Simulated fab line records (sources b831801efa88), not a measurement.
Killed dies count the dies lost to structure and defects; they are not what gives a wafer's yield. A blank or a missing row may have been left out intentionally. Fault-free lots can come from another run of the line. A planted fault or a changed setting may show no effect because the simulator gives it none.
Comparing a struck lot with a sound one || flow sky130 || 17 steps out of a route of 708
Sound: the wafers L430.1, L430.3, L430.5. Struck: wafer L434.5. (L434.2, L434.4 of the same lot were not struck and are left out.) The cause comes at the end.
Order at every step that has rows: each side's tool, ch and its chambers, its first start. Under that, the readings that differ: sound wafers || struck wafers || difference of the means || sigmas: that difference in standard deviations of wafers without a fault.
alike: words and numbers the same on both sides, and readings whose means are apart by under 2 such deviations; not compared: readings that were withheld, readings missing a value for some wafer, numbers with overlapping values and no deviation given by the record, and bounds like >300 which may hide the same value.
Wherever a step has rows on one side only, a row that says differs or no value, or a row with sigmas, the two part there. Non-overlapping numbers with no deviation appear without sigmas and do not part them. A reading missing from all wafers of one side parts the sides only when that side holds two or more wafers.

first, 2 steps without rows for these wafers: SKY_LOCAL_INTERCONNECT_PEB_09; SKY_LOCAL_INTERCONNECT_DEVELOP_10 (develop time 60 s).
SKY_LOCAL_INTERCONNECT_CD_MEAS_11: target cd 170 nm.
  sound on cdSem-02, day 32 14:17; struck on cdSem-01, day 34 07:31
  alike: cdNm
SKY_LOCAL_INTERCONNECT_OVL_MEAS_12:
  sound on overlay-02, day 32 14:24; struck on overlay-01, day 34 07:37
  alike: LOCAL_INTERCONNECT_OVL
SKY_LOCAL_INTERCONNECT_ETCH_13: etches BARC in N2/H2, stops on SiO2, time 45.9 s, target depth 60 nm.
  sound on rieMetal-03 ch 0,1, day 32 14:26; struck on rieMetal-03 ch 0, day 34 07:38
{"reading": "throttleValvePct (%)", "sound": "13.232 13.229 13.228", "struck": 13.250, "difference": "+0.020", "sigmas": "+3"}
  alike: drypumpMotorCurrentA, oesProductAu
  not compared: rfHoursCounterH
SKY_LOCAL_INTERCONNECT_METAL_ETCH_14: etches TiN in Cl2/BCl3, stops on PSG, target depth 110 nm, time 31.4 s.
  sound on rieMetal-03 ch 0,1, day 32 14:30; struck on rieMetal-03 ch 0, day 34 07:42
  alike: drypumpMotorCurrentA, oesProductAu, throttleValvePct
  not compared: rfHoursCounterH
SKY_LOCAL_INTERCONNECT_STRIP_15: strips in O2/N2.
  sound on plasmaAsher-01 ch 0,1, day 32 14:34; struck on plasmaAsher-01 ch 1, day 34 07:46
  alike: drypumpMotorCurrentA, o2FlowSccm, oesProductAu, stripTimeToEndpointS
  not compared: rfHoursCounterH
then, 3 steps without rows for these wafers: SKY_LOCAL_INTERCONNECT_STRIP_16 (strips in post etch residue remover, time 1200 s); SKY_LOCAL_INTERCONNECT_CLEAN_17 (cleans in IPA, time 180 s); SKY_LOCAL_INTERCONNECT_CLEAN_18 (cleans in O3/DIW).
SKY_CONTACT_CVD_00: deposits Si3N4, target thk 75 nm.
  sound on pecvd-01 ch 1,2, day 32 15:14; struck on pecvd-02 ch 2, day 34 08:21
  alike: heaterPowerW
SKY_CONTACT_THK_MEAS_01:
  sound on filmMetro-04, day 32 15:16; struck on filmMetro-03, day 34 08:23
  alike: CONTACT_CVD_00_THK
SKY_CONTACT_HDPCVD_02: deposits SiO2, target thk 565 nm, time 94.2 s.
  sound on hdpcvd-01 ch 0,2, day 32 15:20; struck on hdpcvd-01 ch 1, day 34 08:26
{"reading": "sih4FlowSccm (sccm)", "sound": "59.81 60.16 60.31", "struck": 72.27, "difference": "+12.18", "sigmas": "+64"}
{"reading": "model.SiO2_of_CONTACT_HDPCVD_02.thkNm (nm)", "sound": "576.7 563.3 563.5", "struck": 684.7, "difference": "+116.9", "sigmas": ""}
SKY_CONTACT_THK_MEAS_03:
  sound on filmMetro-01, day 32 15:24; struck on filmMetro-01, day 34 08:31
{"reading": "CONTACT_HDPCVD_THK (nm)", "sound": "576 563 563", "struck": 684, "difference": "+117", "sigmas": "+15"}
SKY_CONTACT_CMP_04: polishes SiO2.
  sound on cmp-02 ch 0,3, day 32 15:28; struck on cmp-02 ch 0, day 34 08:43
{"reading": "timeToEndpointS (s)", "sound": "89 78 77", "struck": 129, "difference": "+48", "sigmas": "+10"}
  alike: motorCurrentA, slurryFilterDpKPa
SKY_CONTACT_BOW_MEAS_05:
  sound on filmMetro-04, day 32 15:46; struck on filmMetro-04, day 34 08:56
  alike: CONTACT_BOW
-- the record jumps here: 14 days lie between the struck wafers' starts before and after (it left off in module CONTACT and takes up again in module PAD_OPEN, whose first step shown is number 708 of the route) --
SKY_PAD_OPEN_PROBE_99:
  sound on prober-02, day 47 14:52; struck on prober-02, day 48 19:53
  alike: killed_at_M0_to_M3, killed_at_M4_up, killedAtContacts, killedAtFrontEnd, killedAtOther, killedDies, killedOpen, killedShort

## WHERE THEY PART
Last at SKY_CONTACT_CMP_04 as far as this record goes, first at SKY_LOCAL_INTERCONNECT_ETCH_13. Later steps at which nothing parts them and some readings are alike: SKY_CONTACT_BOW_MEAS_05, SKY_PAD_OPEN_PROBE_99.

WHY: whatever the simulator had introduced
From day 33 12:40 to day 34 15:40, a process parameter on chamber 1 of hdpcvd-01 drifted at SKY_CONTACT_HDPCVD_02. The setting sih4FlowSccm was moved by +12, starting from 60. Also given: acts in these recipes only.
